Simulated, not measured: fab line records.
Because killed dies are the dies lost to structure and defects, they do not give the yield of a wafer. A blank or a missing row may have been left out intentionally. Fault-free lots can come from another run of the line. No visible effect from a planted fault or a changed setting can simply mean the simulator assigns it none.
fab line records -- flow sky130
record: lots: 5, wafers: 23
route steps=708 shown FIELD_ISO@2 DNWELL@37 NWELL@64 VT_ADJUST_LVTN@99 VT_ADJUST_NCORE@121
start_h: hours from the record's first day to the start of the lot's first wafer shown -- wait_h: hours since the lot's step before -- " same as the row above -- L1.1+2: a single row standing in for several wafers -- - either no value or no given start -- * or withheld: withheld -- < > ~ a bound
route shown NAME@n: a module of which the file shows steps, and the number in the route of the first -- usual: mean/standard deviation taken from wafers without a fault -- same: alike in all rows -- chamber/n: place in a boat -- sites: the reading at each site -- _std_site: standard deviation across them -- _edge_site: outer sites' mean less inner sites' -- radius_mm: how far each site lies from the wafer's centre -- mask NAME#n: copy n -- behind: tool/chamber where the wafer was last shaped -- hold: why the lot was held/for how many hours/how that ended -- device: which transistor (n, p or np) failed to switch -- end of line: the tests these same wafers got at the end of their route -- a step with no rows: only its recipe -- killed: count of dies lost to structure and defects at first sort (not the wafer's yield) -- map: the dies of a wafer, with x for killed, . for not killed, _ for no die there
set.NAME: setting as actually run; set.NAME@STEP: the setting as run at that earlier step -- model.NAME: the simulator's own value behind a step, which no gauge read
lots whose settings were changed on purpose; a table a step, a row a wafer
== steps ==
step: SKY_FIELD_ISO_OXIDATION_01
recipe: temp_c: 900, ambient: O2, stabilise_s: 600, purge_s: 300, target_thk_a: 120, ox_time_s: 1843
lot.wafer,tool,chamber,start_h,wait_h,set.temp_c,model.SiO2_of_FIELD_ISO_OXIDATION_01.thk_nm
L074.1,-,-,-,0.1,884.3,10.24
L074.2,-,-,-,0.1,884.3,10.2
L074.4,-,-,-,0.1,884.3,10.14
L074.5,-,-,-,0.1,884.3,10.26
L074.6,-,-,-,0.1,884.3,10.16
L076.1,-,-,-,5.2,925.8,15.43
L076.2,-,-,-,5.2,925.8,15.4
L076.3,-,-,-,5.2,925.8,15.29
L076.4,-,-,-,5.2,925.8,15.34
L076.5,-,-,-,5.2,925.8,15.47
L080.1,furnace-02,0,44.99,5.0,900,11.81
L080.2,furnace-02,0,44.99,5.0,900,11.9
L080.3,furnace-02,0,44.99,5.0,900,12.03
L083.1,-,-,-,0.1,924.8,15.96
L083.2,-,-,-,0.1,924.8,15.81
L083.3,-,-,-,0.1,924.8,15.87
L083.4,-,-,-,0.1,924.8,16.04
L083.6,-,-,-,0.1,924.8,15.89
L085.1,-,-,-,0.2,918.3,14.76
L085.2,-,-,-,0.2,918.3,14.85
L085.3,-,-,-,0.2,918.3,14.73
L085.4,-,-,-,0.2,918.3,14.92
L085.5,-,-,-,0.2,918.3,14.9
step: SKY_FIELD_ISO_THK_MEAS_02
recipe: reads: SiO2_of_FIELD_ISO_OXIDATION_01
usual: FIELD_ISO_OXIDATION_00_THK: 12.12/0.24
lot.wafer,tool,chamber,start_h,wait_h,set.temp_c@FIELD_ISO_OXIDATION_01,FIELD_ISO_OXIDATION_00_THK[nm]
L074.1,film_metro-02,-,-,-,884.3,10.25
L074.2,film_metro-02,-,-,-,884.3,10.20
L074.4,film_metro-02,-,-,-,884.3,10.15
L074.5,film_metro-02,-,-,-,884.3,10.34
L074.6,film_metro-02,-,-,-,884.3,10.11
L076.1,film_metro-03,-,-,-,925.8,15.47
L076.2,film_metro-03,-,-,-,925.8,15.43
L076.3,film_metro-03,-,-,-,925.8,15.31
L076.4,film_metro-03,-,-,-,925.8,15.32
L076.5,film_metro-03,-,-,-,925.8,15.49
L080.1,film_metro-02,-,46.50,0.0,900,11.77
L080.2,film_metro-02,-,46.50,0.0,900,11.87
L080.3,film_metro-02,-,46.50,0.0,900,12.00
L083.1,film_metro-01,-,-,-,924.8,15.98
L083.2,film_metro-01,-,-,-,924.8,15.79
L083.3,film_metro-01,-,-,-,924.8,15.87
L083.4,film_metro-01,-,-,-,924.8,16.05
L083.6,film_metro-01,-,-,-,924.8,15.88
L085.1,film_metro-03,-,-,-,918.3,14.80
L085.2,film_metro-03,-,-,-,918.3,14.88
L085.3,film_metro-03,-,-,-,918.3,14.75
L085.4,film_metro-03,-,-,-,918.3,14.93
L085.5,film_metro-03,-,-,-,918.3,14.92
step: SKY_FIELD_ISO_EXPOSE_10
recipe: mask_id: FOM, na: 0.68, source_shape: annular, sigma_inner: 0.4, sigma_outer: 0.8, target_cd_nm: 150, dose_mj: 28
lot.wafer,tool,chamber,start_h,wait_h,mask,set.dose_mj
L074.1+2+4,krf_scanner-01,0,-,-,FOM#0,28
L074.5+6,krf_scanner-01,0,-,-,FOM#0,26.24
L076.1+2+3+4+5,krf_scanner-01,0,-,-,FOM#0,28
L080.1+2+3,krf_scanner-01,0,-,-,FOM#0,28
L083.1+6,krf_scanner-01,0,-,-,FOM#0,28
L083.2+3+4,krf_scanner-01,0,-,-,FOM#0,26.33
L085.1+2+3+4+5,krf_scanner-01,0,-,-,FOM#0,28
step: SKY_FIELD_ISO_PEB_11
recipe: peb_temp_c: withheld, peb_time_s: withheld, resist: KrF-thick
step: SKY_FIELD_ISO_DEVELOP_12
recipe: develop_time_s: 60, resist: KrF-thick, dev_temp_c: 21
step: SKY_FIELD_ISO_CD_MEAS_13
recipe: target_cd_nm: 150
usual: cd_nm: 150.5/1.6
lot.wafer,tool,chamber,start_h,wait_h,set.dose_mj@FIELD_ISO_EXPOSE_10,cd_nm
L074.1,cd_sem-01,-,27.59,-,28,151.3
L074.2,cd_sem-01,-,27.59,-,28,151.0
L074.4,cd_sem-01,-,27.59,-,28,151.2
L074.5,cd_sem-01,-,27.59,-,26.24,164.6
L074.6,cd_sem-01,-,27.59,-,26.24,162.9
L076.1,cd_sem-02,-,41.93,-,28,149.3
L076.2,cd_sem-02,-,41.93,-,28,148.2
L076.3,cd_sem-02,-,41.93,-,28,148.6
L076.4,cd_sem-02,-,41.93,-,28,148.1
L076.5,cd_sem-02,-,41.93,-,28,148.1
L080.1,cd_sem-02,-,65.23,-,28,151.0
L080.2,cd_sem-02,-,65.23,-,28,149.8
L080.3,cd_sem-02,-,65.23,-,28,150.4
L083.1,cd_sem-01,-,76.23,-,28,150.9
L083.2,cd_sem-01,-,76.23,-,26.33,162.8
L083.3,cd_sem-01,-,76.23,-,26.33,161.9
L083.4,cd_sem-01,-,76.23,-,26.33,162.4
L083.6,cd_sem-01,-,76.23,-,28,150.9
L085.1,cd_sem-01,-,85.78,-,28,148.3
L085.2,cd_sem-01,-,85.78,-,28,146.4
L085.3,cd_sem-01,-,85.78,-,28,147.9
L085.4,cd_sem-01,-,85.78,-,28,145.9
L085.5,cd_sem-01,-,85.78,-,28,148.0
step: SKY_FIELD_ISO_ETCH_14
recipe: chemistry: N2/H2, target: BARC, ion_energy_ev: 200, source_w: 500, bias_w: 100, pressure_mtorr: 30, n2_flow_sccm: 100, h2_flow_sccm: 200, stop_on: SiO2, time_s: 45.9, target_depth_a: 600
lot.wafer,tool,chamber,start_h,wait_h,set.dose_mj@FIELD_ISO_EXPOSE_10,model.FIELD_ISO.cd_nm
L074.1,rie_diel-02,0,27.71,0.1,28,151
L074.2,rie_diel-02,3,27.71,0.1,28,151.7
L074.4,rie_diel-02,1,27.71,0.1,28,150.9
L074.5,rie_diel-02,0,27.71,0.1,26.24,164
L074.6,rie_diel-02,1,27.71,0.1,26.24,163
L076.1,rie_diel-04,1,42.05,0.1,28,149
L076.2,rie_diel-04,3,42.05,0.1,28,147.7
L076.3,rie_diel-04,0,42.05,0.1,28,148.3
L076.4,rie_diel-04,3,42.05,0.1,28,147.6
L076.5,rie_diel-04,0,42.05,0.1,28,147.9
L080.1,rie_diel-02,1,65.35,0.1,28,151.3
L080.2,rie_diel-02,2,65.35,0.1,28,149.8
L080.3,rie_diel-02,0,65.35,0.1,28,150.2
L083.1,rie_diel-01,1,76.35,0.1,28,151.2
L083.2,rie_diel-01,3,76.35,0.1,26.33,162.6
L083.3,rie_diel-01,0,76.35,0.1,26.33,162.1
L083.4,rie_diel-01,2,76.35,0.1,26.33,161.9
L083.6,rie_diel-01,3,76.35,0.1,28,151.1
L085.1,rie_diel-01,1,85.90,0.1,28,148.8
L085.2,rie_diel-01,3,85.90,0.1,28,146.5
L085.3,rie_diel-01,0,85.90,0.1,28,148.6
L085.4,rie_diel-01,2,85.90,0.1,28,146.4
L085.5,rie_diel-01,1,85.90,0.1,28,148.9
step: SKY_DNWELL_COAT_02
recipe: spin_rpm: 2000, resist_thk_nm: 3000
lot.wafer,tool,chamber,start_h,wait_h,set.resist_thk_nm,model.coat_of_DNWELL_COAT_02.thk_nm
L074.1+6,litho_track-01,0,54.88,0.1,3000,3003
L074.2,litho_track-01,0,54.88,0.1,3000,2996
L074.4,litho_track-01,0,54.88,0.1,3000,2992
L074.5,litho_track-01,0,54.88,0.1,3000,3000
L076.1,litho_track-01,0,62.73,0.1,3000,3003
L076.2,litho_track-01,0,62.73,0.1,3000,2999
L076.3,litho_track-01,0,62.73,0.1,3000,3008
L076.4,litho_track-01,0,62.73,0.1,3000,3001
L076.5,litho_track-01,0,62.73,0.1,3000,3009
L080.1,litho_track-04,0,79.61,0.1,3000,3007
L080.2,litho_track-04,0,79.61,0.1,3000,3006
L080.3,litho_track-04,0,79.61,0.1,3000,3001
L083.1+4,litho_track-04,0,91.71,0.1,3061,3051
L083.2,litho_track-04,0,91.71,0.1,3000,3001
L083.3,litho_track-04,0,91.71,0.1,3000,2995
L083.6,litho_track-04,0,91.71,0.1,3000,2997
L085.1,litho_track-03,0,101.59,0.1,3159,3147
L085.2,litho_track-03,0,101.59,0.1,3159,3148
L085.3,litho_track-03,0,101.59,0.1,3000,2995
L085.4,litho_track-03,0,101.59,0.1,3000,2988
L085.5,litho_track-03,0,101.59,0.1,3159,3154
step: SKY_DNWELL_SOFTBAKE_03
recipe: temp_c: 110, time_s: withheld
step: SKY_DNWELL_EXPOSE_04
recipe: mask_id: DNM, na: 0.57, target_cd_nm: 3000, dose_mj: 222
step: SKY_DNWELL_PEB_05
recipe: temp_c: 115, time_s: withheld
step: SKY_DNWELL_DEVELOP_06
recipe: wall_angle_deg: 90, developer: TMAH, develop_time_s: 60, dev_temp_c: 23.68
lot.wafer,tool,chamber,start_h,wait_h,set.resist_thk_nm@DNWELL_COAT_02,model.DNWELL.cd_nm
L074.1+4,litho_track-04,0,-,-,3000,3004
L074.2+6,litho_track-04,0,-,-,3000,3001
L074.5,litho_track-04,0,-,-,3000,3002
L076.1+4+5,litho_track-04,0,-,-,3000,2989
L076.2,litho_track-04,0,-,-,3000,2992
L076.3,litho_track-04,0,-,-,3000,2991
L080.1+2,litho_track-03,0,-,-,3000,2990
L080.3,litho_track-03,0,-,-,3000,2991
L083.1,litho_track-04,0,-,-,3061,2985
L083.2+3,litho_track-04,0,-,-,3000,2987
L083.4,litho_track-04,0,-,-,3061,2984
L083.6,litho_track-04,0,-,-,3000,2988
L085.1,litho_track-04,0,-,-,3159,2976
L085.2,litho_track-04,0,-,-,3159,2974
L085.3,litho_track-04,0,-,-,3000,2987
L085.4,litho_track-04,0,-,-,3000,2985
L085.5,litho_track-04,0,-,-,3159,2975
step: SKY_DNWELL_IMPLANT_07
recipe: species: P, energy_kev: withheld, dose_cm2: withheld, tilt_deg: withheld
step: SKY_DNWELL_STRIP_08
recipe: chemistry: O2/N2, power_w: 1400, pressure_mtorr: 1500, platen_temp_c: withheld, o2_flow_sccm: 3000, n2_flow_sccm: 300, overash_fraction: 0.5
usual: strip_time_to_endpoint_s: 36.90/0.08
lot.wafer,tool,chamber,start_h,wait_h,set.resist_thk_nm@DNWELL_COAT_02,strip_time_to_endpoint_s
L074.1,plasma_asher-03,1,63.81,0.1,3000,36.95
L074.2,plasma_asher-03,0,63.81,0.1,3000,36.86
L074.4,plasma_asher-03,0,63.81,0.1,3000,36.82
L074.5,plasma_asher-03,0,63.81,0.1,3000,36.92
L074.6,plasma_asher-03,1,63.81,0.1,3000,36.94
L076.1,plasma_asher-01,1,71.26,0.1,3000,36.95
L076.2,plasma_asher-01,0,71.26,0.1,3000,36.90
L076.3,plasma_asher-01,1,71.26,0.1,3000,37.00
L076.4,plasma_asher-01,0,71.26,0.1,3000,36.94
L076.5,plasma_asher-01,1,71.26,0.1,3000,36.99
L080.1,plasma_asher-01,1,88.29,0.1,3000,37.00
L080.2,plasma_asher-01,0,88.29,0.1,3000,37.00
L080.3,plasma_asher-01,1,88.29,0.1,3000,36.92
L083.1,plasma_asher-03,1,100.66,0.1,3061,37.52
L083.2,plasma_asher-03,0,100.66,0.1,3000,36.93
L083.3,plasma_asher-03,1,100.66,0.1,3000,36.87
L083.4,plasma_asher-03,0,100.66,0.1,3061,37.52
L083.6,plasma_asher-03,1,100.66,0.1,3000,36.88
L085.1,plasma_asher-03,1,110.71,0.1,3159,38.59
L085.2,plasma_asher-03,0,110.71,0.1,3159,38.63
L085.3,plasma_asher-03,0,110.71,0.1,3000,36.85
L085.4,plasma_asher-03,1,110.71,0.1,3000,36.77
L085.5,plasma_asher-03,0,110.71,0.1,3159,38.66
step: SKY_NWELL_IMPLANT_11
recipe: species: P, energy_kev: 400, dose_cm2: 1.9e+13, tilt_deg: withheld
lot.wafer,tool,chamber,start_h,wait_h,set.dose_cm2
L074.1+4+6,implanter-04,0,97.56,0.0,1.9e+13
L074.2+5,implanter-04,0,97.56,0.0,1.953e+13
L076.1+2+3+4+5,implanter-02,0,105.47,0.0,1.9e+13
L080.1+2+3,implanter-04,0,124.97,0.0,1.9e+13
L083.1+2+3+4+6,implanter-03,0,137.17,0.0,1.9e+13
L085.1+4+5,implanter-02,0,147.46,0.0,1.838e+13
L085.2+3,implanter-02,0,147.46,0.0,1.9e+13
step: SKY_NWELL_IMPLANT_24
recipe: species: B, energy_kev: 140, dose_cm2: 9.2e+12, tilt_deg: withheld
lot.wafer,tool,chamber,start_h,wait_h,set.dose_cm2
L074.1+2+4+5+6,implanter-02,0,116.02,0.0,9.2e+12
L076.1+4+5,implanter-02,0,124.69,0.0,8.986e+12
L076.2+3,implanter-02,0,124.69,0.0,9.2e+12
L080.1+2+3,implanter-03,0,143.24,0.0,9.2e+12
L083.1+2+3,implanter-03,0,155.51,0.0,8.944e+12
L083.4+6,implanter-03,0,155.51,0.0,9.2e+12
L085.1+2+4,implanter-02,0,167.46,0.0,9.2e+12
L085.3+5,implanter-02,0,167.46,0.0,9.618e+12
step: SKY_NWELL_STRIP_25
recipe: chemistry: O2/N2, power_w: 1400, pressure_mtorr: 1500, platen_temp_c: withheld, o2_flow_sccm: 3000, n2_flow_sccm: 300, overash_fraction: 0.5
step: SKY_NWELL_CLEAN_27
recipe: chemistry: SC1/SC2, mix: 1:4:20, temp_c: 70, time_s: 150, dry: n2_spin
step: SKY_NWELL_RTA_28
recipe: temp_c: 1050, time_s: 30, idle_temp_c: 650, ramp_up_c_per_s: 150, ramp_down_c_per_s: 90, ambient: N2
step: SKY_NWELL_RS_MEAS_29
recipe: thk_meas_gauge: four-point-probe
usual: NWELL_RS: 625.2/2.2
lot.wafer,tool,chamber,start_h,wait_h,set.dose_cm2@NWELL_IMPLANT_11,NWELL_RS[ohm/sq]
L074.1,film_metro-04,-,116.48,0.1,1.9e+13,626.0
L074.2,film_metro-04,-,116.48,0.1,1.953e+13,616.0
L074.4,film_metro-04,-,116.48,0.1,1.9e+13,624.9
L074.5,film_metro-04,-,116.48,0.1,1.953e+13,614.3
L074.6,film_metro-04,-,116.48,0.1,1.9e+13,625.2
L076.1,film_metro-04,-,125.19,0.1,1.9e+13,621.2
L076.2,film_metro-04,-,125.19,0.1,1.9e+13,623.3
L076.3,film_metro-04,-,125.19,0.1,1.9e+13,622.8
L076.4,film_metro-04,-,125.19,0.1,1.9e+13,623.7
L076.5,film_metro-04,-,125.19,0.1,1.9e+13,621.8
L080.1,film_metro-02,-,143.70,0.1,1.9e+13,626.7
L080.2,film_metro-02,-,143.70,0.1,1.9e+13,626.5
L080.3,film_metro-02,-,143.70,0.1,1.9e+13,626.0
L083.1,film_metro-03,-,155.97,0.1,1.9e+13,626.7
L083.2,film_metro-03,-,155.97,0.1,1.9e+13,627.7
L083.3,film_metro-03,-,155.97,0.1,1.9e+13,629.0
L083.4,film_metro-03,-,155.97,0.1,1.9e+13,630.6
L083.6,film_metro-03,-,155.97,0.1,1.9e+13,628.4
L085.1,film_metro-04,-,167.92,0.1,1.838e+13,633.9
L085.2,film_metro-04,-,167.92,0.1,1.9e+13,624.1
L085.3,film_metro-04,-,167.92,0.1,1.9e+13,623.4
L085.4,film_metro-04,-,167.92,0.1,1.838e+13,635.4
L085.5,film_metro-04,-,167.92,0.1,1.838e+13,635.0
step: SKY_VT_ADJUST_LVTN_COAT_02
recipe: spin_rpm: 2000, resist_thk_nm: 3000
lot.wafer,tool,chamber,start_h,wait_h,set.spin_rpm,model.coat_of_VT_ADJUST_LVTN_COAT_02.thk_nm
L074.1,litho_track-01,0,144.73,0.1,2000,3005
L074.2,litho_track-01,0,144.73,0.1,2000,3012
L074.4,litho_track-01,0,144.73,0.1,2000,3011
L074.5,litho_track-01,0,144.73,0.1,2000,3013
L074.6,litho_track-01,0,144.73,0.1,2000,3009
L076.1,litho_track-03,0,151.89,0.1,2000,2999
L076.2,litho_track-03,0,151.89,0.1,2061,2953
L076.3,litho_track-03,0,151.89,0.1,2000,2993
L076.4,litho_track-03,0,151.89,0.1,2061,2955
L076.5,litho_track-03,0,151.89,0.1,2061,2947
L080.1+3,litho_track-03,0,172.54,0.1,2000,3005
L080.2,litho_track-03,0,172.54,0.1,2000,2998
L083.1,litho_track-01,0,186.52,0.1,2143,2889
L083.2,litho_track-01,0,186.52,0.1,2000,3000
L083.3,litho_track-01,0,186.52,0.1,2143,2898
L083.4,litho_track-01,0,186.52,0.1,2143,2892
L083.6,litho_track-01,0,186.52,0.1,2000,2999
L085.1,litho_track-03,0,199.19,0.1,2000,3012
L085.2,litho_track-03,0,199.19,0.1,1860,3098
L085.3,litho_track-03,0,199.19,0.1,2000,3002
L085.4,litho_track-03,0,199.19,0.1,1860,3110
L085.5,litho_track-03,0,199.19,0.1,1860,3122
step: SKY_VT_ADJUST_LVTN_SOFTBAKE_03
recipe: temp_c: 110, time_s: withheld
step: SKY_VT_ADJUST_LVTN_EXPOSE_04
recipe: mask_id: NWM_COMPLEMENT_LESS_NATIVE, na: 0.6, source_shape: conventional, sigma_outer: 0.6, polarization: unpolarized, target_cd_nm: 840, dose_mj: 194
step: SKY_VT_ADJUST_LVTN_IMPLANT_08
recipe: species: B, energy_kev: 30, dose_cm2: 1.57e+12, tilt_deg: withheld
step: SKY_VT_ADJUST_LVTN_STRIP_09
recipe: chemistry: O2/N2, power_w: 1400, pressure_mtorr: 1500, platen_temp_c: withheld, o2_flow_sccm: 3000, n2_flow_sccm: 300, overash_fraction: 0.5
usual: strip_time_to_endpoint_s: 36.89/0.11
lot.wafer,tool,chamber,start_h,wait_h,set.spin_rpm@VT_ADJUST_LVTN_COAT_02,strip_time_to_endpoint_s
L074.1,plasma_asher-04,1,153.76,0.1,2000,36.97
L074.2,plasma_asher-04,0,153.76,0.1,2000,37.05
L074.4,plasma_asher-04,1,153.76,0.1,2000,37.03
L074.5,plasma_asher-04,1,153.76,0.1,2000,37.07
L074.6,plasma_asher-04,0,153.76,0.1,2000,37.01
L076.1,plasma_asher-04,0,162.01,0.1,2000,36.90
L076.2,plasma_asher-04,1,162.01,0.1,2061,36.39
L076.3,plasma_asher-04,0,162.01,0.1,2000,36.84
L076.4,plasma_asher-04,1,162.01,0.1,2061,36.36
L076.5,plasma_asher-04,1,162.01,0.1,2061,36.33
L080.1,plasma_asher-03,0,183.41,0.1,2000,36.97
L080.2,plasma_asher-03,1,183.41,0.1,2000,36.88
L080.3,plasma_asher-03,1,183.41,0.1,2000,36.97
L083.1,plasma_asher-03,0,197.44,0.1,2143,35.63
L083.2,plasma_asher-03,1,197.44,0.1,2000,36.91
L083.3,plasma_asher-03,0,197.44,0.1,2143,35.74
L083.4,plasma_asher-03,1,197.44,0.1,2143,35.67
L083.6,plasma_asher-03,0,197.44,0.1,2000,36.90
L085.1,plasma_asher-03,1,210.97,0.1,2000,37.05
L085.2,plasma_asher-03,0,210.97,0.1,1860,38.03
L085.3,plasma_asher-03,0,210.97,0.1,2000,36.94
L085.4,plasma_asher-03,1,210.97,0.1,1860,38.17
L085.5,plasma_asher-03,1,210.97,0.1,1860,38.30
step: SKY_VT_ADJUST_LVTN_SOFTBAKE_14
recipe: temp_c: 90, time_s: 60, resist: NOVOLAK
lot.wafer,tool,chamber,start_h,wait_h,set.temp_c
L074.1+5+6,litho_track-03,0,163.54,0.1,90
L074.2+4,litho_track-03,0,163.54,0.1,86.82
L076.1+2+5,litho_track-03,0,172.09,0.1,87.83
L076.3+4,litho_track-03,0,172.09,0.1,90
L080.1+2+3,litho_track-04,0,193.91,0.1,90
L083.1+4+6,litho_track-03,0,208.59,0.1,90
L083.2+3,litho_track-03,0,208.59,0.1,88.64
L085.1+2,litho_track-01,0,222.87,0.1,86.98
L085.3+4+5,litho_track-01,0,222.87,0.1,90
step: SKY_VT_ADJUST_LVTN_EXPOSE_15
recipe: mask_id: HVN_STD_DERIVED, na: 0.6, source_shape: conventional, sigma_outer: 0.6, polarization: unpolarized, target_cd_nm: 600, dose_mj: 163
step: SKY_VT_ADJUST_LVTN_PEB_16
recipe: temp_c: withheld, time_s: *, resist: NOVOLAK
step: SKY_VT_ADJUST_LVTN_DEVELOP_17
recipe: resist: NOVOLAK, developer: TMAH, develop_time_s: 60, dev_temp_c: 23
lot.wafer,tool,chamber,start_h,wait_h,set.temp_c@VT_ADJUST_LVTN_SOFTBAKE_14,model.NOVOLAK_of_VT_ADJUST_LVTN_COAT_13.thk_nm
L074.1,litho_track-01,0,173.32,0.1,90,1136
L074.2,litho_track-01,0,173.32,0.1,86.82,1144
L074.4,litho_track-01,0,173.32,0.1,86.82,1147
L074.5,litho_track-01,0,173.32,0.1,90,1137
L074.6,litho_track-01,0,173.32,0.1,90,1140
L076.1,litho_track-03,0,181.64,0.1,87.83,1147
L076.2,litho_track-03,0,181.64,0.1,87.83,1143
L076.3,litho_track-03,0,181.64,0.1,90,1137
L076.4,litho_track-03,0,181.64,0.1,90,1135
L076.5,litho_track-03,0,181.64,0.1,87.83,1142
L080.1,litho_track-01,0,204.27,0.1,90,1135
L080.2,litho_track-01,0,204.27,0.1,90,1137
L080.3,litho_track-01,0,204.27,0.1,90,1134
L083.1,litho_track-04,0,219.36,0.1,90,1138
L083.2,litho_track-04,0,219.36,0.1,88.64,1138
L083.3,litho_track-04,0,219.36,0.1,88.64,1137
L083.4,litho_track-04,0,219.36,0.1,90,1135
L083.6,litho_track-04,0,219.36,0.1,90,1139
L085.1,litho_track-04,0,234.56,0.1,86.98,1142
L085.2,litho_track-04,0,234.56,0.1,86.98,1145
L085.3,litho_track-04,0,234.56,0.1,90,1136
L085.4,litho_track-04,0,234.56,0.1,90,1137
L085.5,litho_track-04,0,234.56,0.1,90,1134
step: SKY_VT_ADJUST_NCORE_COAT_02
recipe: resist: NOVOLAK, spin_rpm: 3000, resist_thk_nm: 1140
lot.wafer,tool,chamber,start_h,wait_h,set.resist_thk_nm,model.NOVOLAK_of_VT_ADJUST_NCORE_COAT_02.thk_nm
L074.1+4,litho_track-04,0,183.86,0.1,1140,1141
L074.2,litho_track-04,0,183.86,0.1,1140,1142
L074.5,litho_track-04,0,183.86,0.1,1140,1143
L074.6,litho_track-04,0,183.86,0.1,1140,1140
L076.1+5,litho_track-04,0,192.81,0.1,1140,1135
L076.2,litho_track-04,0,192.81,0.1,1140,1134
L076.3,litho_track-04,0,192.81,0.1,1140,1133
L076.4,litho_track-04,0,192.81,0.1,1140,1131
L080.1+2,litho_track-04,0,215.26,0.1,1140,1136
L080.3,litho_track-04,0,215.26,0.1,1140,1133
L083.1,litho_track-04,0,231.71,0.1,1140,1132
L083.2,litho_track-04,0,231.71,0.1,1140,1134
L083.3,litho_track-04,0,231.71,0.1,1207,1201
L083.4,litho_track-04,0,231.71,0.1,1207,1200
L083.6,litho_track-04,0,231.71,0.1,1207,1203
L085.1,litho_track-04,0,246.91,0.1,1086,1083
L085.2,litho_track-04,0,246.91,0.1,1086,1084
L085.3,litho_track-04,0,246.91,0.1,1086,1086
L085.4,litho_track-04,0,246.91,0.1,1140,1136
L085.5,litho_track-04,0,246.91,0.1,1140,1140
step: SKY_VT_ADJUST_NCORE_SOFTBAKE_03
recipe: temp_c: 90, time_s: 60, resist: NOVOLAK
step: SKY_VT_ADJUST_NCORE_EXPOSE_04
recipe: mask_id: LVTN_COMPLEMENT_THIN, na: 0.6, source_shape: conventional, sigma_outer: 0.6, polarization: unpolarized, target_cd_nm: 380, dose_mj: 139
step: SKY_VT_ADJUST_NCORE_IMPLANT_09
recipe: species: B, energy_kev: 10, dose_cm2: 2.4e+12, tilt_deg: withheld
step: SKY_VT_ADJUST_NCORE_STRIP_10
recipe: chemistry: O2/N2, power_w: 1400, pressure_mtorr: 1500, platen_temp_c: withheld, o2_flow_sccm: 3000, n2_flow_sccm: 300, overash_fraction: 0.5
usual: strip_time_to_endpoint_s: 14.15/0.053
lot.wafer,tool,chamber,start_h,wait_h,set.resist_thk_nm@VT_ADJUST_NCORE_COAT_02,strip_time_to_endpoint_s
L074.1,plasma_asher-01,1,194.76,0.1,1140,14.18
L074.2,plasma_asher-01,0,194.76,0.1,1140,14.19
L074.4,plasma_asher-01,1,194.76,0.1,1140,14.19
L074.5,plasma_asher-01,1,194.76,0.1,1140,14.20
L074.6,plasma_asher-01,0,194.76,0.1,1140,14.17
L076.1,plasma_asher-03,0,204.03,0.1,1140,14.12
L076.2,plasma_asher-03,1,204.03,0.1,1140,14.11
L076.3,plasma_asher-03,0,204.03,0.1,1140,14.10
L076.4,plasma_asher-03,1,204.03,0.1,1140,14.07
L076.5,plasma_asher-03,0,204.03,0.1,1140,14.13
L080.1,plasma_asher-03,1,226.83,0.1,1140,14.14
L080.2,plasma_asher-03,0,226.83,0.1,1140,14.13
L080.3,plasma_asher-03,0,226.83,0.1,1140,14.09
L083.1,plasma_asher-01,1,243.63,0.1,1140,14.08
L083.2,plasma_asher-01,0,243.63,0.1,1140,14.10
L083.3,plasma_asher-01,1,243.63,0.1,1207,14.84
L083.4,plasma_asher-01,0,243.63,0.1,1207,14.86
L083.6,plasma_asher-01,1,243.63,0.1,1207,14.89
L085.1,plasma_asher-02,0,259.78,0.1,1086,13.51
L085.2,plasma_asher-02,1,259.78,0.1,1086,13.52
L085.3,plasma_asher-02,1,259.78,0.1,1086,13.54
L085.4,plasma_asher-02,0,259.78,0.1,1140,14.13
L085.5,plasma_asher-02,0,259.78,0.1,1140,14.16
== key ==
split: step: SKY_FIELD_ISO_OXIDATION_01, setting: temp_c, stated: 900, by: lot
response: step: SKY_FIELD_ISO_OXIDATION_01, reading: model.SiO2_of_FIELD_ISO_OXIDATION_01.thk_nm, change: +1.22, per: 1%, r: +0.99
response: step: SKY_FIELD_ISO_THK_MEAS_02, reading: FIELD_ISO_OXIDATION_00_THK, change: +1.22, per: 1%, r: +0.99
split: step: SKY_FIELD_ISO_EXPOSE_10, setting: dose_mj, stated: 28, by: wafer
response: step: SKY_FIELD_ISO_CD_MEAS_13, reading: cd_nm, change: -1.96, per: 1%, r: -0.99
response: step: SKY_FIELD_ISO_ETCH_14, reading: model.FIELD_ISO.cd_nm, change: -1.9, per: 1%, r: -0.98
split: step: SKY_DNWELL_COAT_02, setting: resist_thk_nm, stated: 3000, by: wafer
response: step: SKY_DNWELL_COAT_02, reading: model.coat_of_DNWELL_COAT_02.thk_nm, change: +29.3, per: 1%, r: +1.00
response: step: SKY_DNWELL_DEVELOP_06, reading: model.DNWELL.cd_nm, change: -1.92, per: 1%, r: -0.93
response: step: SKY_DNWELL_STRIP_08, reading: strip_time_to_endpoint_s, change: *, per: 1%, r: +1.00
split: step: SKY_NWELL_IMPLANT_11, setting: dose_cm2, stated: 1.9e+13, by: wafer
response: step: SKY_NWELL_RS_MEAS_29, reading: NWELL_RS, change: -3.51, per: 1%, r: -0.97
split: step: SKY_NWELL_IMPLANT_24, setting: dose_cm2, stated: 9.2e+12, by: wafer
response none clear
split: step: SKY_VT_ADJUST_LVTN_COAT_02, setting: spin_rpm, stated: 2000, by: wafer
response: step: SKY_VT_ADJUST_LVTN_COAT_02, reading: model.coat_of_VT_ADJUST_LVTN_COAT_02.thk_nm, change: -14.8, per: 1%, r: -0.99
response: step: SKY_VT_ADJUST_LVTN_STRIP_09, reading: strip_time_to_endpoint_s, change: *, per: 1%, r: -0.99
split: step: SKY_VT_ADJUST_LVTN_SOFTBAKE_14, setting: temp_c, stated: 90, by: wafer
response: step: SKY_VT_ADJUST_LVTN_DEVELOP_17, reading: model.NOVOLAK_of_VT_ADJUST_LVTN_COAT_13.thk_nm, change: -2.35, per: 1%, r: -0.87
split: step: SKY_VT_ADJUST_NCORE_COAT_02, setting: resist_thk_nm, stated: 1140, by: wafer
response: step: SKY_VT_ADJUST_NCORE_COAT_02, reading: model.NOVOLAK_of_VT_ADJUST_NCORE_COAT_02.thk_nm, change: +11.5, per: 1%, r: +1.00
response: step: SKY_VT_ADJUST_NCORE_STRIP_10, reading: strip_time_to_endpoint_s, change: *, per: 1%, r: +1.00
